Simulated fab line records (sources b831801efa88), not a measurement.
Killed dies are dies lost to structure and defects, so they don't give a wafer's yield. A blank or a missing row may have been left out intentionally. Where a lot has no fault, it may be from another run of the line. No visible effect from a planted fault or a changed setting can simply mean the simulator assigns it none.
A struck lot beside a sound one | flow gf180mcu | 17 out of 602 route steps
Sound: these wafers, L194.2, L194.5, L194.6. Struck: wafers L204.1, L204.3, L204.6. The cause is given at the end.
For every step that has rows: the tool of each side, followed by ch and its chambers, followed by its first start. Under that, the readings that differ: sound wafers | struck wafers | difference of the means | sigmas: that difference in standard deviations of wafers without a fault.
alike: words and numbers the same on both sides, and readings whose means are apart by under 2 such deviations; not compared: readings that were withheld, readings missing a value for some wafer, numbers with overlapping values and no deviation given by the record, and bounds like >300 which may hide the same value.
The two part at a step that has a row with sigmas, a row that says differs or no value, or rows on one side only. Non-overlapping numbers with no deviation appear without sigmas and do not part them. A reading that every wafer of one side lacks parts them only if that side has two wafers or more.

first, 4 steps without rows for these wafers: GF_M1_SOFTBAKE_10 (time 60 s); GF_M1_EXPOSE_11 (exposes mask Metal1, target cd 230 nm); GF_M1_PEB_12 (peb time 90 s); GF_M1_DEVELOP_13 (develop time 60 s).
GF_M1_CD_MEAS_14: the cd target is 230 nm.
  sound on cd_sem-01, day 17 15:37; struck on cd_sem-02, day 21 20:32
  alike: cd_nm
GF_M1_OVL_MEAS_15:
  sound on overlay-02, day 17 15:43; struck on overlay-02, day 21 20:39
  alike: M1_OVL
GF_M1_METAL_ETCH_16: etches the open film in Cl2/BCl3, stops on SiO2, target depth 627.5 nm, time 104.6 s.
  sound on rie_metal-04 ch 0,1, day 17 15:44; struck on rie_metal-04 ch 1, day 21 20:41
  reading                      | sound       | struck      | difference | sigmas
  he_backside_leak_sccm (sccm) | 3.0 3.4 3.1 | 3.4 5.7 3.3 | +1.0       | +3
  alike: bias_w, drypump_motor_current_A, oes_product_au, throttle_valve_pct
  not compared: rf_hours_counter_h
GF_M1_STRIP_17: strips in O2/N2.
  sound on plasma_asher-02 ch 0,1, day 17 15:51; struck on plasma_asher-03 ch 0, day 21 20:55
  reading            | sound       | struck      | difference | sigmas
  heater_power_w (W) | 353 369 341 | 281 285 280 | -72        | -2
  alike: drypump_motor_current_A, oes_product_au, platen_temp_c, strip_time_to_endpoint_s
  not compared: rf_hours_counter_h
then, 3 steps without rows for these wafers: GF_M1_STRIP_18 (strips in post etch residue remover, time 1200 s); GF_M1_CLEAN_19 (cleans in DIW); GF_V1_CVD_00 (deposits SiO2, target thk 600 nm, time 100 s).
GF_V1_THK_MEAS_01:
  sound on film_metro-01, day 17 16:29; struck on film_metro-02, day 21 21:33
  alike: V1_CVD_00_THK
GF_V1_CVD_02: deposits SiO2 from TEOS, target thk 850 nm, time 94.851 s.
  sound on pecvd-02 ch 1,2, day 17 16:32; struck on pecvd-02 ch 0,1,2, day 21 21:37
  reading                             | sound                | struck            | difference                    | sigmas
  run_length_s (s)                    | 122.4 122.0 122.3    | 114.4 113.7 115.3 | -7.8                          | -11
  susceptor_temp_C (C)                | 400.00 399.81 399.94 | - - -             | no value on the struck wafers |
  model.SiO2_of_V1_CVD_02.thk_nm (nm) | 843.3 847.6 852.3    | 775.2 781.2 784.2 | -67.5                         |
  alike: heater_power_outer_w, heater_power_w
GF_V1_THK_MEAS_03:
  sound on film_metro-01, day 17 16:37; struck on film_metro-01, day 21 21:55
  reading            | sound       | struck      | difference | sigmas
  V1_CVD_02_THK (nm) | 843 848 852 | 776 781 783 | -68        | -6
  not compared: hold
GF_V1_CMP_04: polishes SiO2.
  sound on cmp-01 ch 0,1,2, day 17 16:57; struck on cmp-02 ch 0,1, day 22 00:29
  reading                | sound    | struck                                                                     | difference                   | sigmas
  hold                   | - - -    | await_dispo/2.5h/release await_dispo/2.5h/release await_dispo/2.5h/release | no value on the sound wafers |
  time_to_endpoint_s (s) | 68 76 88 | 54 55 57                                                                   | -22                          | -3
  alike: motor_current_A, platen_rpm
GF_V1_BOW_MEAS_05:
  sound on film_metro-02, day 17 17:07; struck on film_metro-01, day 22 00:55
  alike: V1_BOW
-- the record jumps here: 11 days lie between the struck wafers' starts before and after (it left off in module V1 and takes up again in module PASSIVATION, whose first step shown is number 602 of the route) --
GF_PASSIVATION_PROBE_99:
  record: rows for the struck wafers here (prober-01, day 32 16:06), none for the sound ones

## WHERE THEY PART
Earliest at GF_M1_METAL_ETCH_16; latest, in this record, at GF_PASSIVATION_PROBE_99.

WHY: what had been put in by the simulator
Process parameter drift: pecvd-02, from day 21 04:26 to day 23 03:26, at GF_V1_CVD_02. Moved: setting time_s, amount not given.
